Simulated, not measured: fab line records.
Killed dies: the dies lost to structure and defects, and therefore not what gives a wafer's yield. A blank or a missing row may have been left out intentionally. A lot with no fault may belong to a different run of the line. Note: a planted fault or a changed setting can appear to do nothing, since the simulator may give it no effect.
fab line records	flow sky130
record: lots: 7	wafers: 21	last-day: 50
route steps=708 shown LOCAL_INTERCONNECT@396 CONTACT@406 PAD_OPEN@708
lots untouched by any fault: they come from a run of this same line in which no faults occurred
start-h: start of the lot's first displayed wafer, in hours after the record's first day	wait-h: hours since the lot's step before	" as in the row above	L1.1+2: one row covering several wafers at once	- either no value or no given start	* or withheld: withheld	< > ~ a bound
route shown NAME@n: names a module that has steps shown in the file, with the first one's number in the route	usual: the fault-free wafers' mean and standard deviation	same: alike in all rows	chamber/n: place in a boat	sites: each site's reading	_std_site: the values' standard deviation	_edge_site: outer sites' mean less inner sites'	radius-mm: for every site, how far away it sits from the centre of the wafer	mask NAME#n: copy n	behind: the tool/chamber that last shaped the wafer	hold: what put the lot on hold/how long, in hours/how the hold closed	device: the n, p or np transistor that did not switch	end of line: the route-end tests of the same wafers	a step with no rows: only its recipe	killed: dies that structure and defects cost at the first sort, which is not the same as the wafer's yield	map: a wafer's dies, marking killed ones x, the rest . and places with no die _
set.NAME: the setting as run; set.NAME@STEP: as run at that earlier step	model.NAME: the simulator's own value behind a step, which no gauge read
certain route steps with their lots: each step a table, each wafer a row
services: when a tool's chamber went out of use (start-h, in hours from the record's first day, below 0 if earlier), for how many hours, and the reason
== steps ==
step: SKY_LOCAL_INTERCONNECT_PEB_09
recipe: peb-temp-c: withheld	peb-time-s: withheld	resist: KrF-thick
step: SKY_LOCAL_INTERCONNECT_DEVELOP_10
recipe: develop-time-s: 60	resist: KrF-thick	dev-temp-c: 21
step: SKY_LOCAL_INTERCONNECT_CD_MEAS_11
recipe: target-cd-nm: 170
usual: cd-nm: 169.6/1.2
lot.wafer	tool	chamber	start-h	wait-h	cd-nm
L979.2	cd-sem-01	-	750.23	-	170.1
L979.3	"	-	"	"	170.3
L979.6	"	-	"	"	170.1
L982.2	cd-sem-02	-	766.08	-	169.2
L982.5	"	-	"	"	170.7
L982.6	"	-	"	"	170.4
L984.1	cd-sem-01	-	789.70	-	170.1
L984.3	"	-	"	"	170.6
L984.4	"	-	"	"	170.8
L985.2	cd-sem-01	-	793.94	-	168.4
L985.3	"	-	"	"	170.1
L985.4	"	-	"	"	169.5
L994.1	cd-sem-01	-	855.46	-	169.0
L994.4	"	-	"	"	169.5
L994.6	"	-	"	"	170.1
L996.2	cd-sem-02	-	871.59	-	169.3
L996.3	"	-	"	"	169.4
L996.5	"	-	"	"	169.9
L999.2	cd-sem-02	-	897.68	-	169.2
L999.3	"	-	"	"	168.8
L999.5	"	-	"	"	169.5
step: SKY_LOCAL_INTERCONNECT_OVL_MEAS_12
usual: LOCAL_INTERCONNECT_OVL: 1/4.5
lot.wafer	tool	chamber	start-h	wait-h	LOCAL_INTERCONNECT_OVL[nm]
L979.2	overlay-02	-	750.34	0.1	4
L979.3	"	-	"	"	-5
L979.6	"	-	"	"	4
L982.2	overlay-02	-	766.19	0.1	-2
L982.5	"	-	"	"	10
L982.6	"	-	"	"	5
L984.1	overlay-01	-	789.82	0.1	-1
L984.3	"	-	"	"	-3
L984.4	"	-	"	"	2
L985.2	overlay-02	-	794.05	0.1	-2
L985.3	"	-	"	"	-3
L985.4	"	-	"	"	-3
L994.1	overlay-01	-	855.58	0.1	2
L994.4	"	-	"	"	6
L994.6	"	-	"	"	5
L996.2	overlay-01	-	871.70	0.1	7
L996.3	"	-	"	"	-3
L996.5	"	-	"	"	-3
L999.2	overlay-02	-	897.79	0.1	-1
L999.3	"	-	"	"	2
L999.5	"	-	"	"	7
step: SKY_LOCAL_INTERCONNECT_ETCH_13
recipe: chemistry: N2/H2	target: BARC	ion-energy-ev: 200	bias-w: 100	pressure-mtorr: 30	n2-flow-sccm: 100	h2-flow-sccm: 200	icp-w: 500	stop-on: SiO2	time-s: 45.9	target-depth-a: 600
usual: drypump-motor-current-A: 5.7/0.45	n2-flow-sccm: 100.0/0.31	oes-product-au: 0.855/0.0046	throttle-valve-pct: 13.224/0.0087
lot.wafer	tool	chamber	start-h	wait-h	drypump-motor-current-A	n2-flow-sccm	oes-product-au	rf-hours-counter-h	throttle-valve-pct
L979.2	rie-metal-03	0	750.37	0.0	6.0	99.9	0.853	1	13.225
L979.3	"	0	"	"	6.0	99.6	0.861	-	13.230
L979.6	"	1	"	"	5.2	100.1	0.845	-	13.225
L982.2	rie-metal-04	0	766.22	0.0	6.0	99.4	0.850	8	13.210
L982.5	"	1	"	"	5.6	100.5	0.854	-	13.215
L982.6	"	0	"	"	6.0	99.8	0.852	-	13.214
L984.1	rie-metal-04	1	789.86	0.0	5.6	100.5	0.857	3	13.198
L984.3	"	0	"	"	6.0	99.8	0.856	-	13.246
L984.4	"	1	"	"	5.6	100.7	0.853	-	13.223
L985.2	rie-metal-01	1	794.10	0.0	5.2	100.1	0.861	-	13.214
L985.3	"	1	"	"	5.2	100.3	0.854	-	13.215
L985.4	"	1	"	"	5.2	100.1	0.853	-	13.222
L994.1	rie-metal-04	0	855.62	0.0	6.1	100.1	0.861	11	13.219
L994.4	"	1	"	"	5.5	100.3	0.859	-	13.228
L994.6	"	1	"	"	5.5	100.3	0.858	-	13.221
L996.2	rie-metal-01	1	871.73	0.0	5.2	100.3	0.851	6	13.222
L996.3	"	1	"	"	5.2	100.5	0.849	-	13.213
L996.5	"	0	"	"	6.3	100.2	0.849	-	13.232
L999.2	rie-metal-04	1	897.82	0.0	5.5	100.2	0.851	8	13.237
L999.3	"	1	"	"	5.6	100.8	0.847	-	13.222
L999.5	"	0	"	"	6.1	100.1	0.851	-	13.216
step: SKY_LOCAL_INTERCONNECT_METAL_ETCH_14
recipe: target-depth-nm: 110	stop-on: PSG	chemistry: Cl2/BCl3	target: TiN	resist-sidewall-deg: 88	pressure-mtorr: 10	icp-w: 900	bias-w: 48.5	Cl2_flow_sccm: 60	bcl3-flow-sccm: 30	time-s: 31.4
usual: drypump-motor-current-A: 5.7/0.46	oes-product-au: 0.937/0.0063	throttle-valve-pct: 21.904/0.0096
lot.wafer	tool	chamber	start-h	wait-h	drypump-motor-current-A	oes-product-au	rf-hours-counter-h	throttle-valve-pct
L979.2	rie-metal-03	0	750.43	0.0	6.0	0.942	1	21.904
L979.3	"	0	"	"	6.0	0.934	-	21.906
L979.6	"	1	"	"	5.2	0.942	-	21.906
L982.2	rie-metal-04	0	766.28	0.0	6.1	0.939	8	21.916
L982.5	"	1	"	"	5.6	0.939	-	21.902
L982.6	"	0	"	"	6.0	0.932	-	21.897
L984.1	rie-metal-04	1	789.92	0.0	5.5	0.938	3	21.897
L984.3	"	0	"	"	6.0	0.919	-	21.907
L984.4	"	1	"	"	5.5	0.931	-	21.895
L985.2	rie-metal-01	1	794.22	0.1	5.2	0.937	-	21.906
L985.3	"	1	"	"	5.2	0.941	-	21.903
L985.4	"	1	"	"	5.2	0.946	-	21.910
L994.1	rie-metal-04	0	855.68	0.0	6.0	0.945	11	21.891
L994.4	"	1	"	"	5.5	0.927	-	21.896
L994.6	"	1	"	"	5.5	0.936	-	21.903
L996.2	rie-metal-01	1	871.79	0.0	5.2	0.939	6	21.907
L996.3	"	1	"	"	5.2	0.938	-	21.921
L996.5	"	0	"	"	6.3	0.940	-	21.900
L999.2	rie-metal-04	1	897.88	0.0	5.5	0.943	8	21.909
L999.3	"	1	"	"	5.5	0.941	-	21.905
L999.5	"	0	"	"	6.1	0.935	-	21.908
step: SKY_LOCAL_INTERCONNECT_STRIP_15
recipe: chemistry: O2/N2	power-w: 1400	pressure-mtorr: 1500	platen-temp-c: withheld	o2-flow-sccm: 3000	n2-flow-sccm: 300	overash-fraction: 0.5
usual: drypump-motor-current-A: 5.9/0.48	n2-flow-sccm: 300.0/0.85	oes-product-au: 0.427/0.0045	strip-time-to-endpoint-s: 4.721/0.016
lot.wafer	tool	chamber	start-h	wait-h	drypump-motor-current-A	n2-flow-sccm	oes-product-au	rf-hours-counter-h	strip-time-to-endpoint-s
L979.2	plasma-asher-01	1	750.48	0.0	5.9	300.0	0.432	1	4.731
L979.3	"	1	"	"	5.9	300.7	0.429	-	4.712
L979.6	"	1	"	"	5.9	300.3	0.428	-	4.729
L982.2	plasma-asher-02	1	766.33	0.0	6.3	300.2	0.423	94	4.740
L982.5	"	1	"	"	6.3	301.4	0.424	-	4.740
L982.6	"	0	"	"	6.4	299.1	0.427	-	4.743
L984.1	plasma-asher-04	0	789.97	0.0	6.3	299.7	0.431	36	4.727
L984.3	"	0	"	"	6.3	300.0	0.420	-	4.729
L984.4	"	1	"	"	5.1	300.5	0.427	-	4.741
L985.2	plasma-asher-02	1	794.31	0.1	6.3	300.2	0.424	97	4.690
L985.3	"	0	"	"	6.4	299.8	0.425	-	4.716
L985.4	"	1	"	"	6.3	300.3	0.429	-	4.726
L994.1	plasma-asher-01	1	855.73	0.0	5.8	298.1	0.425	11	4.740
L994.4	"	0	"	"	5.4	300.0	0.423	-	4.738
L994.6	"	0	"	"	5.4	300.3	0.429	-	4.727
L996.2	plasma-asher-01	0	871.84	0.0	5.4	299.7	0.431	13	4.728
L996.3	"	0	"	"	5.4	300.6	0.426	-	4.732
L996.5	"	0	"	"	5.4	300.5	0.431	-	4.725
L999.2	plasma-asher-01	1	897.93	0.0	5.9	301.2	0.430	16	4.741
L999.3	"	1	"	"	5.9	300.2	0.423	-	4.723
L999.5	"	0	"	"	5.4	300.2	0.426	-	4.752
step: SKY_LOCAL_INTERCONNECT_STRIP_16
recipe: chemistry: post-etch-residue-remover	time-s: 1200	temp-c: 72.5
step: SKY_LOCAL_INTERCONNECT_CLEAN_17
recipe: chemistry: IPA	time-s: 180	temp-c: 25
step: SKY_LOCAL_INTERCONNECT_CLEAN_18
recipe: chemistry: O3/DIW	dry: n2-spin
step: SKY_CONTACT_CVD_00
recipe: material: Si3N4	target-thk-nm: 75	temp-c: 400	time-s: withheld	rf-w: 450
usual: heater-power-w: 730/100	susceptor-temp-C: 399.98/0.24
lot.wafer	tool	chamber	start-h	wait-h	heater-power-w	susceptor-temp-C
L979.2	pecvd-01	2	751.11	0.0	633	399.94
L979.3	"	1	"	"	961	400.09
L979.6	"	0	"	"	753	400.06
L982.2	pecvd-01	1	766.96	0.0	795	399.83
L982.5	"	0	"	"	718	400.13
L982.6	"	2	"	"	692	399.94
L984.1	pecvd-01	2	790.57	0.0	738	399.98
L984.3	"	1	"	"	908	399.87
L984.4	"	2	"	"	741	400.00
L985.2	pecvd-04	2	794.90	0.0	666	399.83
L985.3	"	2	"	"	683	399.74
L985.4	"	0	"	"	566	399.43
L994.1	pecvd-04	1	856.37	0.0	783	400.24
L994.4	"	0	"	"	603	399.80
L994.6	"	2	"	"	689	400.02
L996.2	pecvd-02	2	872.43	0.0	692	399.50
L996.3	"	0	"	"	608	399.67
L996.5	"	2	"	"	689	399.53
L999.2	pecvd-02	1	898.53	0.0	835	400.80
L999.3	"	2	"	"	733	399.75
L999.5	"	2	"	"	604	400.12
step: SKY_CONTACT_THK_MEAS_01
recipe: reads: Si3N4_of_CONTACT_CVD_00
usual: CONTACT_CVD_00_THK: 75.1/0.92
lot.wafer	tool	chamber	start-h	wait-h	CONTACT_CVD_00_THK[nm]
L979.2	film-metro-04	-	751.15	-	76.0
L979.3	"	-	"	"	75.8
L979.6	"	-	"	"	76.4
L982.2	film-metro-03	-	767.00	-	75.2
L982.5	"	-	"	"	76.0
L982.6	"	-	"	"	76.6
L984.1	film-metro-03	-	790.61	-	75.7
L984.3	"	-	"	"	74.5
L984.4	"	-	"	"	78.0
L985.2	film-metro-03	-	794.96	-	75.1
L985.3	"	-	"	"	75.9
L985.4	"	-	"	"	76.5
L994.1	film-metro-01	-	856.40	-	75.7
L994.4	"	-	"	"	76.7
L994.6	"	-	"	"	76.9
L996.2	film-metro-01	-	872.48	-	74.3
L996.3	"	-	"	"	74.1
L996.5	"	-	"	"	76.0
L999.2	film-metro-01	-	898.57	-	75.0
L999.3	"	-	"	"	73.8
L999.5	"	-	"	"	74.7
step: SKY_CONTACT_HDPCVD_02
recipe: material: SiO2	target-thk-nm: 565	sigma-open-frac: 0.3	time-s: 94.2	temp-c: 600	sih4-flow-sccm: 60	pressure-mtorr: 6
usual: sih4-flow-sccm: 60.01/0.19	susceptor-temp-C: 600.00/0.26
lot.wafer	tool	chamber	start-h	wait-h	sih4-flow-sccm	susceptor-temp-C	model.SiO2_of_CONTACT_HDPCVD_02.thk-nm
L979.2	hdpcvd-01	2	751.20	0.0	59.64	600.32	565.9
L979.3	"	0	"	"	59.94	600.42	558.7
L979.6	"	1	"	"	60.25	599.95	559.2
L982.2	hdpcvd-01	2	767.05	0.0	71.73	600.26	675.6
L982.5	"	2	"	"	72.09	600.10	677.5
L982.6	"	0	"	"	71.96	599.81	675.9
L984.1	hdpcvd-01	2	790.67	0.1	72.13	600.13	681.4
L984.3	"	0	"	"	72.20	600.21	679.5
L984.4	"	0	"	"	72.17	600.18	681.2
L985.2	hdpcvd-01	2	795.01	0.0	71.92	600.43	679.9
L985.3	"	0	"	"	71.81	600.10	666.2
L985.4	"	0	"	"	72.08	599.95	677.2
L994.1	hdpcvd-01	1	856.46	0.1	59.98	599.76	565.3
L994.4	"	2	"	"	60.13	600.09	565.4
L994.6	"	1	"	"	60.26	599.99	565.8
L996.2	hdpcvd-02	1	872.53	0.0	59.91	599.78	559.9
L996.3	"	0	"	"	60.23	599.48	562
L996.5	"	1	"	"	59.76	600.22	565.3
L999.2	hdpcvd-01	1	898.62	0.0	59.99	600.21	560.8
L999.3	"	0	"	"	59.88	600.25	557
L999.5	"	2	"	"	60.04	600.08	559.1
step: SKY_CONTACT_THK_MEAS_03
recipe: reads: SiO2_of_CONTACT_HDPCVD_02
usual: CONTACT_HDPCVD_THK: 564/4.6
lot.wafer	tool	chamber	start-h	wait-h	CONTACT_HDPCVD_THK[nm]
L979.2	film-metro-03	-	751.28	0.0	566
L979.3	"	-	"	"	558
L979.6	"	-	"	"	559
L982.2	film-metro-01	-	767.13	0.0	675
L982.5	"	-	"	"	678
L982.6	"	-	"	"	676
L984.1	film-metro-01	-	790.74	0.0	681
L984.3	"	-	"	"	680
L984.4	"	-	"	"	681
L985.2	film-metro-01	-	795.09	0.0	680
L985.3	"	-	"	"	666
L985.4	"	-	"	"	677
L994.1	film-metro-03	-	856.53	0.0	565
L994.4	"	-	"	"	566
L994.6	"	-	"	"	565
L996.2	film-metro-03	-	872.64	0.1	560
L996.3	"	-	"	"	562
L996.5	"	-	"	"	565
L999.2	film-metro-03	-	898.70	0.0	561
L999.3	"	-	"	"	557
L999.5	"	-	"	"	560
step: SKY_CONTACT_CMP_04
recipe: material: SiO2	down-force-psi: 4	platen-rpm: 60	pad-velocity-m-s: 0.94248
usual: motor-current-A: 12.0/1.1	platen-rpm: 60.00/0.042	time-to-endpoint-s: 83/3.1
lot.wafer	tool	chamber	start-h	wait-h	motor-current-A	platen-rpm	time-to-endpoint-s
L979.2	cmp-01	2	751.43	0.1	11.5	59.99	88
L979.3	"	3	"	"	12.5	60.00	82
L979.6	"	0	"	"	9.8	60.03	81
L982.2	cmp-01	3	767.23	0.1	11.8	60.01	121
L982.5	"	2	"	"	11.9	60.02	124
L982.6	"	3	"	"	12.4	60.01	120
L984.3	cmp-02	3	790.80	0.0	12.4	59.96	128
L984.4	"	1	"	"	10.9	59.99	120
L984.1	"	2	"	"	13.8	60.09	121
L985.3	cmp-02	3	795.14	0.0	13.0	60.04	122
L985.4	"	1	"	"	11.2	60.01	126
L985.2	"	2	"	"	13.6	59.98	122
L994.1	cmp-02	3	856.59	0.1	13.1	59.95	84
L994.4	"	0	"	"	12.4	59.98	82
L994.6	"	3	"	"	12.4	60.00	83
L996.3	cmp-01	2	872.74	0.1	12.5	59.93	87
L996.2	"	0	"	"	10.2	59.98	83
L996.5	"	1	"	"	12.0	59.98	86
L999.2	cmp-02	3	898.80	0.1	12.6	60.01	83
L999.3	"	0	"	"	12.6	59.93	75
L999.5	"	3	"	"	12.9	60.02	82
step: SKY_CONTACT_BOW_MEAS_05
recipe: mode: bow
usual: CONTACT_BOW: 81/7.5
lot.wafer	tool	chamber	start-h	wait-h	CONTACT_BOW[um]
L979.2	film-metro-04	-	751.65	0.2	77
L979.3	"	-	"	"	72
L979.6	"	-	"	"	77
L982.2	film-metro-03	-	767.50	0.2	86
L982.5	"	-	"	"	84
L982.6	"	-	"	"	72
L984.1	film-metro-04	-	791.10	0.1	75
L984.3	"	-	"	"	86
L984.4	"	-	"	"	94
L985.2	film-metro-01	-	795.46	0.1	92
L985.3	"	-	"	"	68
L985.4	"	-	"	"	95
L994.1	film-metro-01	-	856.89	0.2	90
L994.4	"	-	"	"	83
L994.6	"	-	"	"	68
L996.2	film-metro-01	-	873.01	0.1	81
L996.3	"	-	"	"	83
L996.5	"	-	"	"	78
L999.2	film-metro-01	-	899.07	0.2	72
L999.3	"	-	"	"	81
L999.5	"	-	"	"	69
step: SKY_PAD_OPEN_PROBE_99
usual: killed_at_M0_to_M3: 43/6.6	killed_at_M4_up: 3.2/1.8	killed-at-contacts: 24/5	killed-at-front-end: 15/4.5	killed-at-other: 0.2/0.46	killed-dies: 86/8.8	killed-open: 48/6.6	killed-short: 38/6.1
same: gross-dies: 492	killed-at-back-side: 0
lot.wafer	tool	chamber	start-h	wait-h	killed_at_M0_to_M3	killed_at_M4_up	killed-at-contacts	killed-at-front-end	killed-at-other	killed-dies	killed-open	killed-short
L982.2	prober-02	-	1113.98	0.1	39	4	19	15	1	78	44	34
L982.5	prober-02	-	1114.13	0.2	37	5	28	21	0	91	48	43
L982.6	prober-02	-	1114.18	0.2	43	2	24	16	1	86	50	36
killed by level:class
L982.2 VIA1:geometric-particle:open=12 CONTACT:geometric-particle:open=7 VIA3:geometric-particle:open=6 METAL1:geometric-particle:short=5 VIA1:geometric-particle:short=5 FIELD_ISO:geometric-particle:open=4 FIELD_ISO:geometric-particle:short=4 LI_CONTACT:geometric-particle:open=4
L982.5 VIA1:geometric-particle:open=10 LI_CONTACT:geometric-particle:open=9 VIA2:geometric-particle:open=8 METAL2:geometric-particle:short=7 LOCAL_INTERCONNECT:geometric-particle:short=6 CONTACT:geometric-particle:open=6 POLY_GATE:geometric-particle:short=5 FIELD_ISO:geometric-particle:open=4
L982.6 FIELD_ISO:geometric-particle:open=8 VIA1:geometric-particle:open=8 VIA2:geometric-particle:open=8 LI_CONTACT:geometric-particle:open=7 CONTACT:geometric-particle:open=7 VIA3:geometric-particle:open=6 VIA1:geometric-particle:short=6 CONTACT:geometric-particle:short=5
== services ==
tool	chamber	start-h	hours	kind
rie-metal-01	1	727.19	-	clean
rie-metal-01	1	727.19	24.9	scheduled-down
rie-metal-01	1	727.19	24.9	vent-cycle
plasma-asher-01	-	733.75	9.0	pm
plasma-asher-01	0	733.75	9.0	vent-cycle
plasma-asher-01	1	733.75	9.0	vent-cycle
pecvd-04	2	734.48	23.5	repair
cmp-01	-	744.16	4.0	pm
hdpcvd-01	-	745.38	0.3	repair
cmp-02	-	763.09	6.6	pm
pecvd-02	-	763.79	14.6	pm
pecvd-02	-	780.06	6.0	pm
hdpcvd-02	-	794.16	2.8	pm
cmp-01	-	807.91	5.2	repair
cmp-02	-	816.19	2.3	repair
pecvd-02	-	821.65	1.4	repair
plasma-asher-04	-	835.60	14.6	pm
plasma-asher-02	-	835.97	7.1	repair
hdpcvd-01	-	857.18	22.1	repair
hdpcvd-02	2	866.81	11.0	repair
plasma-asher-01	-	874.03	6.4	pm
pecvd-01	2	884.07	8.2	repair
cmp-02	-	893.04	1.4	repair
rie-metal-03	-	893.75	14.6	pm
== key ==
first-sign: step: SKY_CONTACT_HDPCVD_02	reading: sih4-flow-sccm	direction: up	sigmas: 64	usual: 60.01	struck: 72.01
effect: step: SKY_CONTACT_THK_MEAS_03	reading: CONTACT_HDPCVD_THK	direction: up	sigmas: 25	usual: 564	struck: 677
effect: step: SKY_CONTACT_CMP_04	reading: time-to-endpoint-s	direction: up	sigmas: 13	usual: *	struck: *
model-effect: step: SKY_CONTACT_HDPCVD_02	value: SiO2_of_CONTACT_HDPCVD_02.thk-nm	without: 564.1	struck: 677.1
met-at SKY_CONTACT_HDPCVD_02
struck-wafers L982.2,L982.5,L982.6,L984.1,L984.3,L984.4,L985.2,L985.3,L985.4
tester-left-out L982,L984,L985
onset-between 751.20 767.05
fault: kind: process-parameter-drift	tool: hdpcvd-01	chamber: -	onset-h: 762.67	steps: SKY_CONTACT_HDPCVD_02	channel: sih4-flow-sccm	offset: 12	shape: step	end-h: 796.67	acts-in: these-recipes-only	stated: 60
tester-left-out: of these lots the tester's yield and bins aren't shown, on N5 and GAA mostly nor the transistor test; their killed dies are dies lost to structure and defects alone, not to doping, threshold or leakage, so they don't give the yield
